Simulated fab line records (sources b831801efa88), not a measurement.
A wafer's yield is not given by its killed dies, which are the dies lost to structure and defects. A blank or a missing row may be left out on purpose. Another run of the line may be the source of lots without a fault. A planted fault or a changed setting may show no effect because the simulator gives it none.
Which tool did it? ; flow gf180mcu ; 13 lots with 39 wafers sampled at 2 steps, on a route of 602 steps

## WHAT EACH GAUGE READ, for each wafer
GF_V5_BOW_MEAS_05. Usual: V5_BOW typically reads 135 um, with standard deviation 9.7.
lot;measured;on;V5_BOW (um);flag
L610;day 26 09:29;film metro-03;140 142 134;
L611;day 26 15:50;film metro-03;136 138 138;
L612;day 27 03:09;film metro-04;127 140 141;
L613;day 27 09:21;film metro-04;141 148 138;
L614;day 27 17:02;film metro-02;128 118 126;
L616;day 28 08:31;film metro-03;135 129 131;
L617;day 28 18:53;film metro-04;116 114 106;
L618;day 29 00:38;film metro-02;131 144 129;
L622;day 30 05:35;film metro-02;140 125 127;
L623;day 30 10:02;film metro-03;144 134 136;
L624;day 30 17:30;film metro-03;131 146 139;
L625;day 31 00:13;film metro-02;150 149 150;
L626;day 31 05:37;film metro-02;134 121 128;

## TOOL THAT RAN EACH LOT (tool first, then ch and the chambers of the sampled wafers, then the start)
lot;GF_M4_SPUTTER_04
L610;pvd sputter-03, day 22 13:47
L611;pvd sputter-03, day 22 21:19
L612;pvd sputter-03, day 23 10:00
L613;pvd sputter-04, day 23 14:18
L614;pvd sputter-03, day 23 23:47
L616;pvd sputter-03, day 24 18:27
L617;pvd sputter-01, day 25 06:14
L618;pvd sputter-04, day 25 11:39
L622;pvd sputter-03, day 26 17:47
L623;pvd sputter-03, day 26 23:47
L624;pvd sputter-03, day 27 06:59
L625;pvd sputter-01, day 27 14:20
L626;pvd sputter-03, day 27 20:08
- GF_M4_SPUTTER_04: material TiN, target thk 50 nm, time 41.7 s.

## WHAT THE TOOLS THEMSELVES READ (means of the sampled wafers that have a number; where no wafer has one, the mark that the record gives instead)
GF_M4_SPUTTER_04. Usual: throttle valve pct at 29.8 %, with a standard deviation of 0.93.
lot;tool;throttle valve pct (%);flag
L610;pvd sputter-03;30.9;
L611;pvd sputter-03;30.2;
L612;pvd sputter-03;29.8;
L613;pvd sputter-04;30.1;
L614;pvd sputter-03;29.7;
L616;pvd sputter-03;30.8;
L617;pvd sputter-01;29.0;
L618;pvd sputter-04;30.1;
L622;pvd sputter-03;30.0;
L623;pvd sputter-03;30.6;
L624;pvd sputter-03;30.1;
L625;pvd sputter-01;29.7;
L626;pvd sputter-03;30.4;

## THE ANSWER, worked out from the rows above alone
Rule: lot off if the mean of its wafers having a number is beyond 3 standard deviations from the usual mean. A lot without any number at a reading at which 4 lots or more have one is off too. The other lots that the step has rows for count as sound. Order of review: gauges by route order, followed by the tools' own readings, for which a lot's mean as printed above is used. At the first step where some lot is off, the reading lying furthest off is the one used; lots without a number count as furthest.
Across all readings shown, no lot is off: no conclusion can be drawn from this.

## WHAT HAD BEEN PUT IN BY THE SIMULATOR
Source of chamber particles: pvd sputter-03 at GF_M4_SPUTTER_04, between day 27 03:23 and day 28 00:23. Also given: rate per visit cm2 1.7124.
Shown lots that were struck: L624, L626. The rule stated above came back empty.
